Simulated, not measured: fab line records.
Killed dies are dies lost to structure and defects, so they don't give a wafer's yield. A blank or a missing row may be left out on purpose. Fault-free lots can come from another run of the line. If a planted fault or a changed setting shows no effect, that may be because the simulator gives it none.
fab line records -- flow sky130
record lots=5, wafers=15, last-day=50
route steps=708 shown SONOS_ONO@173 PAD_OPEN@708
lots untouched by any fault: they come from a run of this same line in which no faults occurred
start-h: the number of hours between the record's first day and the start of the first shown wafer of the lot -- wait-h: time in hours since the lot's previous step -- " repeats the value in the row above -- L1.1+2: a row that stands for several wafers -- - either no value or no given start -- * or withheld: withheld -- < > ~ a bound
route shown NAME@n: names a module that has steps shown in the file, with the first one's number in the route -- usual: mean and standard deviation over wafers with no fault -- same: alike in all rows -- chamber/n: place in a boat -- sites: readings site by site -- _std_site: the values' standard deviation -- _edge_site: mean of outer sites minus mean of inner sites -- radius-mm: how far each site lies from the wafer's centre -- mask NAME#n: copy n -- behind: tool/chamber where the wafer was last shaped -- hold: the reason the lot was held/the length of the hold in hours/how it ended -- device: whichever transistor did not switch (one of n, p or np) -- end of line: at the end of the route, the tests of the same wafers -- step lacking rows: just its recipe -- killed: count of dies lost to structure and defects at first sort (not the wafer's yield) -- map: shows each die of a wafer: x if killed, . if not, _ if none is there
set.NAME: the run value of the setting; set.NAME@STEP: its run value at that earlier step -- model.NAME: the simulator's own value behind a step, which no gauge read
a table for each step, a row for each wafer; lots at some steps of the route
services: from which hour (start-h, from the record's first day; less than 0 if before it) a tool's chamber was out of use, for how many hours, and why
## steps
# step SKY_SONOS_ONO_THK_MEAS_05
# recipe reads=SiO2_of_SONOS_ONO_CVD_04
# usual SONOS_ONO_CVD_04_THK=5.73/0.12
lot.wafer,tool,chamber,start-h,wait-h,SONOS_ONO_CVD_04_THK[nm]
L454.2,film-metro-02,-,302.91,0.0,5.71
L454.3,film-metro-02,-,302.91,0.0,5.64
L454.6,film-metro-02,-,302.91,0.0,5.67
L462.1,film-metro-04,-,372.49,0.0,5.83
L462.2,film-metro-04,-,372.49,0.0,5.78
L462.3,film-metro-04,-,372.49,0.0,5.78
L463.2,film-metro-04,-,379.22,0.0,5.69
L463.3,film-metro-04,-,379.22,0.0,5.68
L463.6,film-metro-04,-,379.22,0.0,5.76
L465.2,film-metro-02,-,391.80,0.0,5.52
L465.3,film-metro-02,-,391.80,0.0,5.49
L465.4,film-metro-02,-,391.80,0.0,5.47
L471.3,film-metro-02,-,437.76,0.0,5.82
L471.5,film-metro-02,-,437.76,0.0,5.94
L471.6,film-metro-02,-,437.76,0.0,5.88
# step SKY_SONOS_ONO_DEHYDRATE_06
# recipe temp-c=200, time-s=60
# step SKY_SONOS_ONO_HMDS_07
# recipe prime-time-s=60, prime-temp-c=120
# step SKY_SONOS_ONO_COAT_08
# recipe resist=NOVOLAK, spin-rpm=3000, resist-thk-nm=1140
# step SKY_SONOS_ONO_SOFTBAKE_09
# recipe temp-c=90, time-s=60, resist=NOVOLAK
# step SKY_SONOS_ONO_EXPOSE_10
# recipe mask-id=ONOM, target-cd-nm=410, na=0.6, source-shape=conventional, sigma-outer=0.6, dose-mj=150
# step SKY_SONOS_ONO_PEB_11
# recipe temp-c=withheld, time-s=*, resist=NOVOLAK
# step SKY_SONOS_ONO_DEVELOP_12
# recipe develop-time-s=60, dev-temp-c=23
# step SKY_SONOS_ONO_CD_MEAS_13
# recipe target-cd-nm=410
# usual cd-nm=409.7/1.7
lot.wafer,tool,chamber,start-h,wait-h,cd-nm
L454.2,cd-sem-01,-,329.24,0.1,405.7
L454.3,cd-sem-01,-,329.24,0.1,406.7
L454.6,cd-sem-01,-,329.24,0.1,404.7
L462.1,cd-sem-02,-,402.62,0.1,410.7
L462.2,cd-sem-02,-,402.62,0.1,411.4
L462.3,cd-sem-02,-,402.62,0.1,408.9
L463.2,cd-sem-02,-,409.66,0.1,408.0
L463.3,cd-sem-02,-,409.66,0.1,408.3
L463.6,cd-sem-02,-,409.66,0.1,411.0
L465.2,cd-sem-01,-,421.95,0.1,406.2
L465.3,cd-sem-01,-,421.95,0.1,407.2
L465.4,cd-sem-01,-,421.95,0.1,406.6
L471.3,cd-sem-02,-,469.97,0.1,407.9
L471.5,cd-sem-02,-,469.97,0.1,413.2
L471.6,cd-sem-02,-,469.97,0.1,410.8
# step SKY_SONOS_ONO_OVL_MEAS_14
# usual SONOS_ONO_OVL=-1.5/1.1
lot.wafer,tool,chamber,start-h,wait-h,SONOS_ONO_OVL[nm]
L454.2,overlay-02,-,329.35,0.1,-3.4
L454.3,overlay-02,-,329.35,0.1,-2.3
L454.6,overlay-02,-,329.35,0.1,-2.6
L462.1,overlay-02,-,402.74,0.1,-1.0
L462.2,overlay-02,-,402.74,0.1,-1.7
L462.3,overlay-02,-,402.74,0.1,-1.6
L463.2,overlay-02,-,409.76,0.1,-1.4
L463.3,overlay-02,-,409.76,0.1,-4.0
L463.6,overlay-02,-,409.76,0.1,-1.8
L465.2,overlay-01,-,422.06,0.1,-2.2
L465.3,overlay-01,-,422.06,0.1,-2.2
L465.4,overlay-01,-,422.06,0.1,-3.5
L471.3,overlay-02,-,470.07,0.1,-0.4
L471.5,overlay-02,-,470.07,0.1,-0.8
L471.6,overlay-02,-,470.07,0.1,-2.4
# step SKY_SONOS_ONO_ETCH_15
# recipe target-depth-nm=19.52, chemistry=CHF3/O2, source-w=600, bias-w=200, pressure-mtorr=40, chf3-flow-sccm=50, O2_flow_sccm=5, time-s=7.8
# usual chamber-pressure-mTorr=40.00/0.034, drypump-motor-current-A=5.7/0.31, oes-product-au=1.005/0.0097, throttle-valve-pct=8.825/0.0089
lot.wafer,tool,chamber,start-h,wait-h,chamber-pressure-mTorr,drypump-motor-current-A,oes-product-au,rf-hours-counter-h,throttle-valve-pct
L454.2,rie-diel-03,3,329.38,0.0,39.98,5.4,1.000,85,8.824
L454.3,rie-diel-03,1,329.38,0.0,39.98,6.4,1.004,96,8.815
L454.6,rie-diel-03,1,329.38,0.0,39.97,6.4,1.005,-,8.811
L462.1,rie-diel-02,0,402.78,0.0,39.97,5.9,1.012,39,8.820
L462.2,rie-diel-02,3,402.78,0.0,40.01,5.5,1.010,67,8.832
L462.3,rie-diel-02,2,402.78,0.0,40.02,5.6,1.025,41,8.825
L463.2,rie-diel-02,1,409.79,0.0,39.98,5.4,1.000,10,8.848
L463.3,rie-diel-02,3,409.79,0.0,40.04,5.5,1.007,67,8.837
L463.6,rie-diel-02,0,409.79,0.0,40.06,5.9,0.997,-,8.818
L465.2,rie-diel-03,1,422.09,0.0,40.01,6.4,1.011,97,8.811
L465.3,rie-diel-03,3,422.09,0.0,39.98,5.4,1.003,87,8.818
L465.4,rie-diel-03,2,422.09,0.0,40.01,5.6,1.005,8,8.815
L471.3,rie-diel-03,0,470.09,0.0,40.02,6.0,0.991,65,8.814
L471.5,rie-diel-03,3,470.09,0.0,39.97,5.4,1.003,-,8.828
L471.6,rie-diel-03,0,470.09,0.0,40.05,6.0,1.002,-,8.828
# step SKY_SONOS_ONO_WET_ETCH_16
# recipe chemistry=dHF, target-depth-nm=14, dry=n2-spin, target=SiO2, dilution=100:1, temp-c=25, time-s=280
# step SKY_SONOS_ONO_STRIP_17
# recipe chemistry=O2/N2, power-w=1400, pressure-mtorr=1500, platen-temp-c=withheld, o2-flow-sccm=3000, n2-flow-sccm=300, overash-fraction=0.5
# usual chamber-pressure-mTorr=1500.0/1.3, drypump-motor-current-A=6.1/0.54, oes-product-au=0.709/0.0045, strip-time-to-endpoint-s=14.05/0.04
lot.wafer,tool,chamber,start-h,wait-h,chamber-pressure-mTorr,drypump-motor-current-A,oes-product-au,rf-hours-counter-h,strip-time-to-endpoint-s,model.NOVOLAK_of_SONOS_ONO_COAT_08.thk-nm
L454.2,plasma-asher-04,1,329.49,0.0,1503.7,6.3,0.893,63,-,585.6
L454.3,plasma-asher-04,0,329.49,0.0,1498.2,6.5,0.892,-,-,586.9
L454.6,plasma-asher-04,1,329.49,0.0,1498.1,6.3,0.896,-,-,587.6
L462.1,plasma-asher-04,0,402.97,0.0,1501.5,6.5,0.713,71,14.02,0
L462.2,plasma-asher-04,1,402.97,0.0,1499.4,6.3,0.715,71,14.00,0
L462.3,plasma-asher-04,1,402.97,0.0,1500.9,6.4,0.703,-,13.99,0
L463.2,plasma-asher-04,0,409.90,0.0,1501.0,6.5,0.712,72,14.10,0
L463.3,plasma-asher-04,0,409.90,0.0,1500.2,6.5,0.712,-,14.07,0
L463.6,plasma-asher-04,1,409.90,0.0,1500.6,6.3,0.705,-,14.10,0
L465.2,plasma-asher-03,1,422.20,0.0,1500.2,6.8,0.715,60,14.01,0
L465.3,plasma-asher-03,0,422.20,0.0,1498.5,5.9,0.713,-,14.05,0
L465.4,plasma-asher-03,1,422.20,0.0,1501.4,6.8,0.712,-,14.06,0
L471.3,plasma-asher-04,0,470.23,0.0,1499.3,6.5,0.711,-,13.95,0
L471.5,plasma-asher-04,0,470.23,0.0,1501.6,6.5,0.702,-,14.01,0
L471.6,plasma-asher-04,1,470.23,0.0,1500.4,6.3,0.714,-,13.98,0
# step SKY_SONOS_ONO_WET_ETCH_18
# recipe chemistry=H3PO4, target-depth-nm=15, target=Si3N4, temp-c=160, time-s=172
# step SKY_PAD_OPEN_PROBE_99
# usual killed_at_M0_to_M3=43/6.4, killed_at_M4_up=3.2/1.8, killed-at-contacts=25/5.5, killed-at-front-end=16/5.2, killed-at-other=0.3/0.49, killed-dies=88/10, killed-on-rim=17/3.9, killed-open=48/7, killed-short=40/7.1
# same gross-dies=492, killed-at-back-side=0
lot.wafer,tool,chamber,start-h,wait-h,killed_at_M0_to_M3,killed_at_M4_up,killed-at-contacts,killed-at-front-end,killed-at-other,killed-dies,killed-on-rim,killed-open,killed-short
L454.2,prober-01,-,1119.45,0.1,50,3,21,417,1,492,96,52,37
L454.3,prober-01,-,1119.50,0.2,39,3,20,430,0,492,96,51,31
L454.6,prober-01,-,1119.65,0.2,53,4,30,404,1,492,96,54,49
L462.1,prober-01,-,1171.64,0.1,48,3,22,10,0,83,16,48,35
L462.2,prober-01,-,1171.69,0.1,42,0,27,14,0,83,10,43,40
L462.3,prober-01,-,1171.74,0.2,44,2,25,22,0,93,17,62,31
L465.2,prober-01,-,1181.88,0.1,39,4,32,13,0,88,14,54,34
L465.3,prober-01,-,1181.93,0.2,37,3,19,12,0,71,21,37,34
L465.4,prober-01,-,1181.98,0.2,43,2,34,14,0,93,24,53,40
L471.3,prober-02,-,1210.35,0.2,33,0,41,22,1,97,12,54,43
L471.5,prober-02,-,1210.45,0.2,32,6,27,6,1,72,14,41,31
L471.6,prober-02,-,1210.50,0.2,41,2,25,16,0,84,13,49,35
# killed by level:class
L454.2 GATE_OXIDE:area-oxidation=403 VIA1:geometric-particle:open=11 VIA2:geometric-particle:open=9 CONTACT:geometric-particle:open=8 VIA3:geometric-particle:open=6 LI_CONTACT:geometric-particle:open=5 VIA1:geometric-particle:short=5 METAL2:geometric-particle:short=5
L454.3 GATE_OXIDE:area-oxidation=410 VIA1:geometric-particle:open=11 LI_CONTACT:geometric-particle:open=8 CONTACT:geometric-particle:open=8 FIELD_ISO:geometric-particle:open=6 VIA1:geometric-particle:short=5 METAL2:geometric-particle:short=5 VIA2:geometric-particle:open=5
L454.6 GATE_OXIDE:area-oxidation=389 VIA1:geometric-particle:open=15 CONTACT:geometric-particle:open=13 METAL2:geometric-particle:short=11 METAL1:geometric-particle:short=10 LI_CONTACT:geometric-particle:open=5 CONTACT:geometric-particle:short=5 LOCAL_INTERCONNECT:geometric-particle:short=4
L462.1 VIA1:geometric-particle:open=12 CONTACT:geometric-particle:open=10 VIA2:geometric-particle:open=8 CONTACT:geometric-particle:short=5 METAL1:geometric-particle:short=5 VIA1:geometric-particle:short=5 METAL2:geometric-particle:short=5 FIELD_ISO:geometric-particle:open=4
L462.2 CONTACT:geometric-particle:open=10 VIA1:geometric-particle:open=10 VIA1:geometric-particle:short=6 LI_CONTACT:geometric-particle:open=6 CONTACT:geometric-particle:short=5 METAL1:geometric-particle:short=5 FIELD_ISO:geometric-particle:short=4 FIELD_ISO:geometric-particle:open=4
L462.3 CONTACT:geometric-particle:open=10 VIA2:geometric-particle:open=10 VIA1:geometric-particle:open=9 LI_CONTACT:geometric-particle:open=8 VIA3:geometric-particle:open=8 FIELD_ISO:geometric-particle:open=5 POLY_GATE:geometric-particle:open=4 VIA3:geometric-particle:short=4
L465.2 CONTACT:geometric-particle:open=14 VIA1:geometric-particle:open=11 CONTACT:geometric-particle:short=7 VIA2:geometric-particle:open=7 LI_CONTACT:geometric-particle:open=6 FIELD_ISO:geometric-particle:open=5 METAL2:geometric-particle:short=5 METAL1:geometric-particle:short=4
L465.3 VIA1:geometric-particle:open=11 CONTACT:geometric-particle:short=9 METAL1:geometric-particle:short=5 CONTACT:geometric-particle:open=5 SPACER:geometric-particle:open=4 VIA1:geometric-particle:short=4 VIA3:geometric-particle:open=4 FIELD_ISO:geometric-particle:short=3
L465.4 CONTACT:geometric-particle:open=16 LI_CONTACT:geometric-particle:open=7 VIA1:geometric-particle:open=7 CONTACT:geometric-particle:short=6 METAL1:geometric-particle:short=6 METAL2:geometric-particle:short=6 POLY_GATE:geometric-particle:short=5 VIA1:geometric-particle:short=4
L471.3 CONTACT:geometric-particle:open=14 FIELD_ISO:geometric-particle:open=10 LI_CONTACT:geometric-particle:open=10 CONTACT:geometric-particle:short=8 VIA1:geometric-particle:open=7 VIA3:geometric-particle:open=7 FIELD_ISO:geometric-particle:short=5 LOCAL_INTERCONNECT:geometric-particle:short=5
L471.5 CONTACT:geometric-particle:open=10 LI_CONTACT:geometric-particle:open=10 VIA3:geometric-particle:open=8 METAL2:geometric-particle:short=7 METAL4:geometric-particle:short=6 VIA1:geometric-particle:open=4 VIA2:geometric-particle:open=4 METAL3:geometric-particle:short=4
L471.6 CONTACT:geometric-particle:open=13 VIA1:geometric-particle:open=7 VIA3:geometric-particle:open=7 METAL2:geometric-particle:short=6 FIELD_ISO:geometric-particle:short=5 VIA2:geometric-particle:open=5 VIA1:geometric-particle:short=5 FIELD_ISO:geometric-particle:open=4
# map L454.2 (x killed, . not)
__________xxxxxxxxxx_________
________xxxxxxxxxxxxxx_______
______xxxxxxxxxxxxxxxxxx_____
_____xxxxxxxxxxxxxxxxxxxx____
____xxxxxxxxxxxxxxxxxxxxxx___
___xxxxxxxxxxxxxxxxxxxxxxxx__
__xxxxxxxxxxxxxxxxxxxxxxxxxx_
_xxxxxxxxxxxxxxxxxxxxxxxxxxxx
_xxxxxxxxxxxxxxxxxxxxxxxxxxxx
_xxxxxxxxxxxxxxxxxxxxxxxxxxxx
_xxxxxxxxxxxxxxxxxxxxxxxxxxxx
_xxxxxxxxxxxxxxxxxxxxxxxxxxxx
_xxxxxxxxxxxxxxxxxxxxxxxxxxxx
_xxxxxxxxxxxxxxxxxxxxxxxxxxxx
_xxxxxxxxxxxxxxxxxxxxxxxxxxxx
__xxxxxxxxxxxxxxxxxxxxxxxxxx_
___xxxxxxxxxxxxxxxxxxxxxxxx__
____xxxxxxxxxxxxxxxxxxxxxx___
_____xxxxxxxxxxxxxxxxxxxx____
______xxxxxxxxxxxxxxxxxx_____
________xxxxxxxxxxxxxx_______
__________xxxxxxxxxx_________
# map L471.3 (x killed, . not)
__________.........._________
________..x..........._______
______............x.xx.._____
_____.x.....x.........x.x____
____................xx.x..___
___..x...x.x.......x.......__
__xx..x......x........x.x..._
_....xx.x.xx.xxx.........x...
_...x..x....x..........xx.x..
_.......x.x...x..x..x.....x..
_...x.................x..x...
_.x.x...xx.........x.........
_...x.x..xx........xx.....x..
_.x......x.x.xxx...x.......x.
_....xx.......x..............
__......x....x..x..........._
___..x....x.x..x.xx...xx.x.__
____..x.x.....x..x.......x___
_____...x....xxx.......x.____
______............xx...._____
________x.....x..x...x_______
__________.....x...._________
## services
tool,chamber,start-h,hours,kind
plasma-asher-03,-,312.41,5.4,pm
rie-diel-02,2,321.29,19.4,repair
rie-diel-02,0,342.17,1.2,repair
rie-diel-03,0,353.07,3.8,repair
plasma-asher-03,-,361.50,2.8,pm
plasma-asher-03,-,370.76,1.7,repair
plasma-asher-03,-,383.80,5.9,repair
plasma-asher-03,-,408.27,3.1,repair
plasma-asher-04,-,415.26,5.0,repair
rie-diel-03,1,449.41,-,clean
rie-diel-03,1,449.41,15.0,scheduled-down
rie-diel-03,1,449.41,15.0,vent-cycle
rie-diel-03,3,451.48,10.0,repair
rie-diel-02,3,468.58,2.8,repair
## key
first-sign step=SKY_SONOS_ONO_STRIP_17, reading=oes-product-au, direction=up, sigmas=41, usual=0.709, struck=0.894
effect step=SKY_PAD_OPEN_PROBE_99, reading=killed-at-front-end, direction=up, sigmas=77, usual=16, struck=417
model-effect step=SKY_SONOS_ONO_STRIP_17, value=NOVOLAK_of_SONOS_ONO_COAT_08.thk-nm, without=0, struck=586.7
more-kills-born-at SKY_GATE_OXIDE_OXIDATION_01@furnace-01=1202
met-at SKY_SONOS_ONO_STRIP_17
struck-wafers L454.2,L454.3,L454.6
later-rows-left-out L454.2,L454.3,L454.6
tester-left-out L454
fault kind=strip-aborted, tool=plasma-asher-04, chamber=-, onset-h=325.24, steps=SKY_SONOS_ONO_STRIP_17, offset=0.76212, end-h=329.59
# tester-left-out: of these lots the tester's yield and bins aren't shown, on N5 and GAA mostly nor the transistor test; their killed dies are dies lost to structure and defects alone, not to doping, threshold or leakage, so they don't give the yield
# later-rows-left-out: the simulator's readings of these wafers behind a module that went badly wrong aren't trusted and aren't shown, but for the sort
